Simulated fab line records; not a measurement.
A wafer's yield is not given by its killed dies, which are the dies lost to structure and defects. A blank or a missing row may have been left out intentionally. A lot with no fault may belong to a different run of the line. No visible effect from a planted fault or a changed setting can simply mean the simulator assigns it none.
What tool caused it? + flow gf180mcu + 36 wafers from 12 lots sampled at 5 of the route's 602 steps

WHAT THE GAUGES SHOWED, per wafer
GF_M4_OVL_MEAS_15.
| lot  | measured     | on         | M4_OVL (nm) |
|------|--------------|------------|-------------|
| L774 | day 23 20:32 | overlay-02 | -7 -2 -9    |
| L776 | day 24 14:58 | overlay-01 | -8 -14 3    |
| L778 | day 24 22:59 | overlay-01 | -11 -5 0    |
| L781 | day 25 19:28 | overlay-01 | 3 7 4       |
| L782 | day 26 15:14 | overlay-01 | -3 -9 -8    |
| L783 | day 26 16:04 | overlay-01 | 2 -5 4      |
| L784 | day 26 21:37 | overlay-01 | 4 -7 -1     |
| L788 | day 28 08:59 | overlay-01 | -4 12 -4    |
| L791 | day 29 02:46 | overlay-01 | -5 4 0      |
| L793 | day 29 09:19 | overlay-01 | 0 5 7       |
| L795 | day 30 04:11 | overlay-01 | -2 3 9      |
| L797 | day 30 20:16 | overlay-01 | -13 -8 -13  |

GF_M5_CD_MEAS_07: target cd 280 nm.
| lot  | measured     | on        | cd nm (nm)        |
|------|--------------|-----------|-------------------|
| L774 | day 26 16:25 | cd sem-02 | 278.9 279.2 279.4 |
| L776 | day 27 09:46 | cd sem-01 | 279.1 280.4 278.3 |
| L778 | day 27 17:43 | cd sem-02 | 279.6 279.2 280.1 |
| L781 | day 28 12:13 | cd sem-01 | 276.3 276.9 277.2 |
| L782 | day 29 05:31 | cd sem-01 | 280.5 279.7 280.4 |
| L783 | day 29 06:57 | cd sem-01 | 278.7 279.5 280.9 |
| L784 | day 29 13:03 | cd sem-02 | 283.0 282.3 281.2 |
| L788 | day 30 21:25 | cd sem-01 | 278.9 279.0 280.4 |
| L791 | day 31 13:19 | cd sem-02 | 281.6 281.5 280.9 |
| L793 | day 31 19:35 | cd sem-02 | 286.2 286.8 286.5 |
| L795 | day 32 12:26 | cd sem-01 | 285.1 286.9 286.4 |
| L797 | day 33 02:24 | cd sem-01 | 282.8 283.6 283.2 |

GF_V5_THK_MEAS_01.
| lot  | measured     | on            | V5_CVD_00_THK (nm) |
|------|--------------|---------------|--------------------|
| L774 | day 26 17:18 | film metro-04 | 300 305 299        |
| L776 | day 27 10:41 | film metro-03 | 295 294 295        |
| L778 | day 27 18:40 | film metro-01 | 302 301 297        |
| L781 | day 28 13:08 | film metro-03 | 304 304 302        |
| L782 | day 29 06:23 | film metro-01 | 298 301 298        |
| L783 | day 29 07:51 | film metro-03 | 307 304 306        |
| L784 | day 29 13:56 | film metro-04 | 296 295 300        |
| L788 | day 30 22:18 | film metro-03 | 294 296 291        |
| L791 | day 31 14:13 | film metro-04 | 299 302 300        |
| L793 | day 31 20:29 | film metro-03 | 295 298 293        |
| L795 | day 32 13:20 | film metro-03 | 298 302 302        |
| L797 | day 33 03:19 | film metro-03 | 298 297 301        |

WHAT TOOL EACH LOT RAN ON (gives the tool, then ch and the chambers of the sampled wafers, and finally the start)
| lot  | GF_V4_ETCH_16                      | GF_M5_EXPOSE_04                   |
|------|------------------------------------|-----------------------------------|
| L774 | rie diel-02 ch 1,2, day 24 20:10   | krf scanner-02 ch 0, day 26 06:14 |
| L776 | rie diel-01 ch 0,2,3, day 25 14:04 | krf scanner-02 ch 0, day 26 23:07 |
| L778 | rie diel-03 ch 0,1,2, day 25 21:55 | krf scanner-02 ch 0, day 27 07:38 |
| L781 | rie diel-03 ch 1,2, day 26 18:16   | krf scanner-02 ch 0, day 28 02:31 |
| L782 | rie diel-03 ch 0,1, day 27 13:22   | krf scanner-02 ch 0, day 28 19:50 |
| L783 | rie diel-02 ch 0,2, day 27 14:13   | krf scanner-02 ch 0, day 28 21:04 |
| L784 | rie diel-02 ch 1,2, day 27 19:55   | krf scanner-01 ch 0, day 29 03:40 |
| L788 | rie diel-01 ch 0,1,3, day 29 05:51 | krf scanner-02 ch 0, day 30 12:21 |
| L791 | rie diel-03 ch 0,1,3, day 29 22:57 | krf scanner-02 ch 0, day 31 04:25 |
| L793 | rie diel-03 ch 0,1,3, day 30 05:46 | krf scanner-02 ch 0, day 31 11:22 |
| L795 | rie diel-01 ch 0,3, day 31 00:01   | krf scanner-02 ch 0, day 32 04:22 |
| L797 | rie diel-02 ch 0,3, day 31 15:25   | krf scanner-02 ch 0, day 32 18:35 |
- GF_V4_ETCH_16: etches BARC in N2/H2.
- GF_M5_EXPOSE_04: exposes mask Metal5, target cd 280 nm.

WHAT THE TOOLS THEMSELVES READ (means of the sampled wafers that have a number; where no wafer has one, the mark that the record gives instead)
GF_V4_ETCH_16.
| lot  | tool        | drypump motor current A (A) | oes product au (a.u.) | throttle valve pct (%) |
|------|-------------|-----------------------------|-----------------------|------------------------|
| L774 | rie diel-02 | 5.2                         | 0.859                 | 13.222                 |
| L776 | rie diel-01 | 5.4                         | 0.852                 | 13.226                 |
| L778 | rie diel-03 | 5.9                         | 0.856                 | 13.227                 |
| L781 | rie diel-03 | 6.3                         | 0.855                 | 13.222                 |
| L782 | rie diel-03 | 5.5                         | 0.849                 | 13.228                 |
| L783 | rie diel-02 | 4.9                         | 0.856                 | 13.228                 |
| L784 | rie diel-02 | 5.5                         | 0.855                 | 13.224                 |
| L788 | rie diel-01 | 5.6                         | 0.855                 | 13.218                 |
| L791 | rie diel-03 | 5.7                         | 0.857                 | 13.226                 |
| L793 | rie diel-03 | 5.6                         | 0.852                 | 13.219                 |
| L795 | rie diel-01 | 5.6                         | 0.853                 | 13.224                 |
| L797 | rie diel-02 | 5.4                         | 0.854                 | 13.228                 |

GF_M5_EXPOSE_04.
| lot  | tool           | exposure dose mJ cm2 |
|------|----------------|----------------------|
| L774 | krf scanner-02 | 27.956               |
| L776 | krf scanner-02 | 27.931               |
| L778 | krf scanner-02 | 27.962               |
| L781 | krf scanner-02 | 27.954               |
| L782 | krf scanner-02 | 27.958               |
| L783 | krf scanner-02 | 27.956               |
| L784 | krf scanner-01 | 27.911               |
| L788 | krf scanner-02 | 27.967               |
| L791 | krf scanner-02 | 27.974               |
| L793 | krf scanner-02 | 26.554               |
| L795 | krf scanner-02 | 26.855               |
| L797 | krf scanner-02 | 27.068               |

THE ANSWER, worked out from the rows above alone
Rule: what is usual is taken from the lots themselves. Put in order of their means at a reading, lots are off if they are a third of the lots or fewer, leave a main group of 4 or more, and stand apart from it by a gap of 3 or more times the standard deviation of the main group's means; of several such gaps the widest counts. The tables above print the reading to a certain number of digits; a main group whose means all agree to those digits is not used. A lot without any number at a reading at which 4 lots or more have one is off too. Any other lot the step has rows for is counted as sound. After the gauges, taken in route order, come the tools' own readings; for these a lot's mean is taken, as printed above. The first step at which some lot is off is used, and at that step the reading that is off furthest; a lot without a number counts as furthest.
Off at GF_M5_EXPOSE_04 (exposure dose mJ cm2): L793, L795, L797. The main group: mean 27.952, standard deviation 0.018.
A tool fits if, at that step or a process step before it, it ran every lot that is off, and no sound lot after the first of them. One fits: GF_M5_EXPOSE_04 on krf scanner-02. Its last sound lot is L791 (day 31 04:25), its first lot that is off L793 (day 31 11:22): a fault that began between those two fits.
On the lots that are off, the tool's own readings at GF_M5_EXPOSE_04 differ by more than 5 times the standard deviation of the sound lots' means, which bears it out; exposure dose mJ cm2 reads 26.826 there versus 27.952 on the sound lots.

WHAT THE SIMULATOR PUT IN
Process parameters drifting: krf scanner-02 at GF_M5_EXPOSE_04, beginning at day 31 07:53. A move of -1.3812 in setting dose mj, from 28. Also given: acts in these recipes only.
Struck lots among those shown: L793, L795, L797. The rule given above showed the same thing.
